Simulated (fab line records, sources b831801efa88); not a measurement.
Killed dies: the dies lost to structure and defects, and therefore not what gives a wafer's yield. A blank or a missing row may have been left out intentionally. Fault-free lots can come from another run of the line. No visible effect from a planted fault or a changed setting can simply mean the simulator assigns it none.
fab line records + flow sky130 + part 2 of 2: steps 42 to 42 of 42
record
- lots=5
- wafers=15
- last_day=50
route steps=708 shown GATE_OXIDE@192 POLY_GATE@204 RES_PROTECT@206 PAD_OPEN@708
lots untouched by any fault: they come from a run of this same line in which no faults occurred
start_h: start of the lot's first displayed wafer, in hours after the record's first day + wait_h: hours from the lot's prior step to this one + " unchanged from the row above + L1.1+2: a row that stands for several wafers + - value missing, or start not given + * or withheld: withheld + < > ~ a bound
route shown NAME@n: NAME is a module with steps in the file, n the number in the route of the first one + usual: the fault-free wafers' mean and standard deviation + same: alike in all rows + chamber/n: place in a boat + sites: each site's reading + _std_site: their standard deviation + _edge_site: outer sites' mean less inner sites' + radius_mm: for every site, how far away it sits from the centre of the wafer + mask NAME#n: copy n + behind: tool/chamber where the wafer was last shaped + hold: what put the lot on hold/how long, in hours/how the hold closed + device: transistor that didn't switch, given as n, p or np + end of line: tests run on the same wafers once the route is complete + where a step has no rows: the recipe by itself + killed: count of dies lost to structure and defects at first sort (not the wafer's yield) + map: per-die view of a wafer (x killed, . not killed, _ where there is no die)
set.NAME: setting as actually run; set.NAME@STEP: the setting as run at that earlier step + model.NAME: the simulator's own value behind a step, which no gauge read
lots at some steps of the route; a table a step, a row a wafer
services: a tool's chamber out of use, with start hour (start_h, from the record's first day; less than 0 if before it), hours out, and reason
## steps
# step SKY_PAD_OPEN_PROBE_99
# usual
- killed_at_M0_to_M3=45/6.9
- killed_at_M4_up=3.0/1.7
- killed_at_contacts=25/5.6
- killed_at_front_end=15/4.2
- killed_at_other=0.3/0.55
- killed_dies=89/9.6
- killed_open=49/7.2
- killed_short=39/6.5
# same
- gross_dies=492
- killed_at_back_side=0
| lot.wafer | tool      | chamber | start_h | wait_h | killed_at_M0_to_M3 | killed_at_M4_up | killed_at_contacts | killed_at_front_end | killed_at_other | killed_dies | killed_open | killed_short | model.etest.res_high_po.line_ohm_um | model.etest.res_poly.line_ohm_um | model.etest.tip_sonos.rs_ohm_sq | model.etest.res_high_po.rs_ohm_sq | model.etest.res_poly.rs_ohm_sq | model.etest.cap_li_to_poly.c_af_um2 |
|-----------|-----------|---------|---------|--------|--------------------|-----------------|--------------------|---------------------|-----------------|-------------|-------------|--------------|-------------------------------------|----------------------------------|---------------------------------|-----------------------------------|--------------------------------|-------------------------------------|
| L980.2    | prober-02 | -       | 1068.20 | 0.1    | 40                 | 3               | 25                 | 14                  | 0               | 82          | 48          | 34           | 743.4                               | 520.9                            | 2578                            | 253.1                             | 47.72                          | 97.65                               |
| L980.3    | prober-02 | -       | 1068.25 | 0.2    | 45                 | 3               | 30                 | 18                  | 1               | 97          | 57          | 40           | 731.2                               | 513.1                            | 2650                            | 256.1                             | 47.32                          | 101.3                               |
| L980.6    | prober-02 | -       | 1068.40 | 0.2    | 49                 | 1               | 34                 | 14                  | 0               | 98          | 55          | 43           | 726.5                               | 506                              | 2615                            | 251.9                             | 47.22                          | 98.99                               |
| L990.2    | prober-01 | -       | 1138.11 | 0.1    | 58                 | 3               | 28                 | 18                  | 0               | 107         | 52          | 55           | 765.7                               | 531.4                            | 2662                            | 266.1                             | 49.35                          | 96.5                                |
| L990.3    | prober-01 | -       | 1138.16 | 0.2    | 42                 | 2               | 24                 | 13                  | 0               | 81          | 46          | 34           | 747.7                               | 519.7                            | 2704                            | 260.9                             | 49.12                          | 97                                  |
| L990.5    | prober-01 | -       | 1138.26 | 0.2    | 56                 | 1               | 31                 | 15                  | 0               | 103         | 56          | 45           | 757.7                               | 521.8                            | 2690                            | 262.4                             | 48.47                          | 99.41                               |
| L992.1    | prober-01 | -       | 1148.38 | 0.1    | 40                 | 5               | 24                 | 15                  | 0               | 84          | 48          | 36           | 745.9                               | 484                              | 2677                            | 262.8                             | 48.26                          | 97.74                               |
| L992.4    | prober-01 | -       | 1148.53 | 0.2    | 31                 | 5               | 34                 | 15                  | 0               | 85          | 57          | 28           | 744.4                               | 496.3                            | 2695                            | 262.1                             | 48.33                          | 97.76                               |
| L992.6    | prober-01 | -       | 1148.63 | 0.2    | 32                 | 4               | 29                 | 19                  | 0               | 84          | 55          | 29           | 733.2                               | 492.4                            | 2681                            | 258.4                             | 47.19                          | 99.87                               |
| L994.1    | prober-01 | -       | 1158.69 | 0.1    | 45                 | 3               | 29                 | 11                  | 2               | 90          | 50          | 40           | 854.4                               | 606.1                            | 2542                            | 300.6                             | 56.89                          | 89.7                                |
| L994.2    | prober-01 | -       | 1158.74 | 0.1    | 43                 | 2               | 33                 | 24                  | 0               | 102         | 70          | 32           | 894.2                               | 625.3                            | 2542                            | 313.4                             | 58.2                           | 91.2                                |
| L994.3    | prober-01 | -       | 1158.79 | 0.2    | 42                 | 2               | 21                 | 21                  | 0               | 86          | 47          | 39           | 889.7                               | 626.3                            | 2553                            | 310.3                             | 58.85                          | 90.91                               |
| L103.2    | prober-02 | -       | 1195.39 | 0.1    | 50                 | 6               | 28                 | 14                  | 0               | 98          | 55          | 42           | 783.8                               | 518.6                            | 2726                            | 272.4                             | 49.05                          | 94.54                               |
| L103.4    | prober-02 | -       | 1195.49 | 0.2    | 49                 | 1               | 24                 | 6                   | 0               | 80          | 53          | 27           | 766.9                               | 521.4                            | 2700                            | 267                               | 48.95                          | 94.08                               |
| L103.5    | prober-02 | -       | 1195.54 | 0.2    | 43                 | 2               | 39                 | 17                  | 0               | 101         | 67          | 34           | 758.9                               | 494.3                            | 2697                            | 264.5                             | 48.11                          | 99.67                               |
# killed by level:class
L980.2 CONTACT:geometric_particle:open=11 VIA1:geometric_particle:open=9 LI_CONTACT:geometric_particle:open=7 METAL1:geometric_particle:short=6 METAL3:geometric_particle:short=6 FIELD_ISO:geometric_particle:open=5 VIA2:geometric_particle:open=5 VIA3:geometric_particle:open=5
L980.3 VIA1:geometric_particle:open=15 LI_CONTACT:geometric_particle:open=10 FIELD_ISO:geometric_particle:open=6 LOCAL_INTERCONNECT:geometric_particle:short=6 CONTACT:geometric_particle:open=6 VIA2:geometric_particle:open=6 VIA2:geometric_particle:short=5 LI_CONTACT:geometric_particle:short=4
L980.6 CONTACT:geometric_particle:open=14 LI_CONTACT:geometric_particle:open=8 VIA1:geometric_particle:open=8 VIA2:geometric_particle:short=7 VIA2:geometric_particle:open=6 METAL1:geometric_particle:short=5 METAL2:geometric_particle:short=5 FIELD_ISO:geometric_particle:open=4
L990.2 VIA1:geometric_particle:open=11 CONTACT:geometric_particle:open=10 METAL2:geometric_particle:short=10 VIA3:geometric_particle:open=9 METAL1:geometric_particle:short=8 CONTACT:geometric_particle:short=7 FIELD_ISO:geometric_particle:short=6 LI_CONTACT:geometric_particle:open=6
L990.3 LI_CONTACT:geometric_particle:open=9 VIA3:geometric_particle:open=9 CONTACT:geometric_particle:open=8 METAL2:geometric_particle:short=6 VIA1:geometric_particle:short=6 VIA1:geometric_particle:open=6 FIELD_ISO:geometric_particle:short=5 METAL1:geometric_particle:short=5
L990.5 VIA3:geometric_particle:open=12 CONTACT:geometric_particle:open=11 VIA1:geometric_particle:open=10 METAL2:geometric_particle:short=9 FIELD_ISO:geometric_particle:open=6 VIA2:geometric_particle:open=6 LI_CONTACT:geometric_particle:open=5 LI_CONTACT:geometric_particle:short=5
L992.1 VIA1:geometric_particle:open=10 CONTACT:geometric_particle:open=9 VIA3:geometric_particle:open=7 LOCAL_INTERCONNECT:geometric_particle:short=6 METAL2:geometric_particle:short=5 FIELD_ISO:geometric_particle:short=4 FIELD_ISO:geometric_particle:open=4 METAL1:geometric_particle:open=4
L992.4 LI_CONTACT:geometric_particle:open=17 CONTACT:geometric_particle:open=8 VIA2:geometric_particle:open=6 VIA3:geometric_particle:open=6 POLY_GATE:geometric_particle:open=5 CONTACT:geometric_particle:short=5 VIA1:geometric_particle:open=5 METAL4:geometric_particle:short=5
L992.6 CONTACT:geometric_particle:open=13 VIA1:geometric_particle:open=8 LI_CONTACT:geometric_particle:open=7 FIELD_ISO:geometric_particle:open=5 POLY_GATE:geometric_particle:open=5 VIA3:geometric_particle:open=5 VIA2:geometric_particle:open=5 POLY_GATE:geometric_particle:short=4
L994.1 CONTACT:geometric_particle:open=15 VIA1:geometric_particle:open=14 VIA1:geometric_particle:short=6 VIA2:geometric_particle:open=4 LI_CONTACT:geometric_particle:short=4 VIA2:geometric_particle:short=4 VIA3:geometric_particle:short=4 FIELD_ISO:geometric_particle:open=3
L994.2 CONTACT:geometric_particle:open=17 VIA1:geometric_particle:open=12 LI_CONTACT:geometric_particle:open=9 POLY_GATE:geometric_particle:open=8 VIA3:geometric_particle:open=7 POLY_GATE:geometric_particle:short=5 CONTACT:geometric_particle:short=5 FIELD_ISO:geometric_particle:open=4
L994.3 CONTACT:geometric_particle:open=10 VIA3:geometric_particle:open=6 METAL2:geometric_particle:open=5 VIA1:geometric_particle:open=5 POLY_GATE:geometric_particle:open=4 POLY_CUT:geometric_particle:short=4 LOCAL_INTERCONNECT:geometric_particle:short=4 CONTACT:geometric_particle:short=4
L103.2 VIA1:geometric_particle:open=13 CONTACT:geometric_particle:open=8 VIA3:geometric_particle:open=8 POLY_GATE:geometric_particle:open=7 LI_CONTACT:geometric_particle:short=7 LI_CONTACT:geometric_particle:open=6 VIA1:geometric_particle:short=6 METAL2:geometric_particle:short=6
L103.4 CONTACT:geometric_particle:open=11 VIA1:geometric_particle:open=11 VIA3:geometric_particle:open=8 VIA2:geometric_particle:open=7 LI_CONTACT:geometric_particle:open=6 VIA1:geometric_particle:short=5 METAL1:geometric_particle:short=4 METAL3:geometric_particle:short=4
L103.5 CONTACT:geometric_particle:open=18 VIA1:geometric_particle:open=12 VIA2:geometric_particle:open=9 LI_CONTACT:geometric_particle:open=8 CONTACT:geometric_particle:short=7 FIELD_ISO:geometric_particle:open=5 VIA3:geometric_particle:open=5 POLY_GATE:geometric_particle:short=4
## services
| tool            | chamber | start_h | hours | kind   |
|-----------------|---------|---------|-------|--------|
| plasma_asher-01 | -       | 282.63  | 1.5   | repair |
| plasma_asher-04 | -       | 287.19  | 1.5   | repair |
| rie_si-02       | 2       | 290.02  | 11.1  | repair |
| rie_si-01       | -       | 291.04  | 9.4   | repair |
| lpcvd-01        | -       | 312.47  | 3.9   | repair |
| plasma_asher-01 | -       | 341.27  | 2.0   | repair |
| plasma_asher-02 | -       | 377.76  | 0.6   | repair |
| rie_diel-04     | 1       | 391.57  | 15.4  | repair |
| rie_diel-04     | 3       | 395.09  | 4.6   | repair |
| lpcvd-01        | -       | 398.67  | 1.4   | repair |
| lpcvd-01        | -       | 400.11  | 2.8   | pm     |
| plasma_asher-02 | -       | 421.25  | 9.0   | pm     |
| plasma_asher-02 | -       | 433.32  | 1.2   | repair |
| rie_diel-04     | 0       | 446.31  | 9.7   | repair |
| rie_si-01       | 0       | 454.97  | 5.7   | repair |
| plasma_asher-03 | -       | 468.31  | 28.1  | pm     |
| rie_diel-03     | 2       | 472.67  | 6.0   | repair |
| rie_diel-04     | 2       | 483.63  | 42.0  | repair |
| rie_diel-03     | 1       | 487.13  | 9.6   | repair |
| plasma_asher-01 | -       | 495.49  | 3.4   | repair |
| plasma_asher-03 | -       | 510.57  | 2.8   | pm     |
| rie_si-01       | -       | 518.07  | 14.6  | pm     |
| rie_diel-04     | 2       | 552.23  | 3.4   | repair |
| plasma_asher-02 | -       | 559.34  | 2.8   | pm     |
## key
first_sign
- step=SKY_POLY_GATE_CVD_00
- reading=susceptor_temp_C
- direction=down
- sigmas=29
- usual=*
- struck=*
effect
- step=SKY_POLY_GATE_CVD_00
- reading=spike_tc_centre_C
- direction=down
- sigmas=9.3
- usual=621.4
- struck=612.1
effect
- step=SKY_POLY_GATE_THK_MEAS_01
- reading=POLY_GATE_CVD_00_THK
- direction=down
- sigmas=21
- usual=179.9
- struck=147.9
effect
- step=SKY_POLY_GATE_ETCH_17
- reading=oes_product_au
- direction=down
- sigmas=20
- usual=0.988
- struck=0.864
model_effect
- step=SKY_POLY_GATE_CVD_00
- value=poly-Si_of_POLY_GATE_CVD_00.thk_nm
- without=181.3
- struck=147.9
model_effect
- step=SKY_RES_PROTECT_CLEAN_09
- value=poly-Si_of_POLY_GATE_CVD_00.thk_nm
- without=180.7
- struck=147.3
model_effect
- step=SKY_POLY_GATE_ETCH_17
- value=POLY_GATE.feature_depth_nm
- without=180.7
- struck=147.3
model_effect
- step=SKY_PAD_OPEN_PROBE_99
- value=etest.res_high_po.line_ohm_um
- without=731.2
- struck=879.4
met_at SKY_POLY_GATE_CVD_00
struck_wafers L994.1,L994.2,L994.3
tester_left_out L994
onset_between 415.95 434.40
fault
- kind=process_parameter_drift
- tool=lpcvd-01
- chamber=1
- onset_h=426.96
- steps=SKY_POLY_GATE_CVD_00
- channel=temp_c
- offset=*
- shape=step
- end_h=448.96
- stated=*
# tester_left_out: of these lots the tester's yield and bins aren't shown, on N5 and GAA mostly nor the transistor test; their killed dies are dies lost to structure and defects alone, not to doping, threshold or leakage, so they don't give the yield
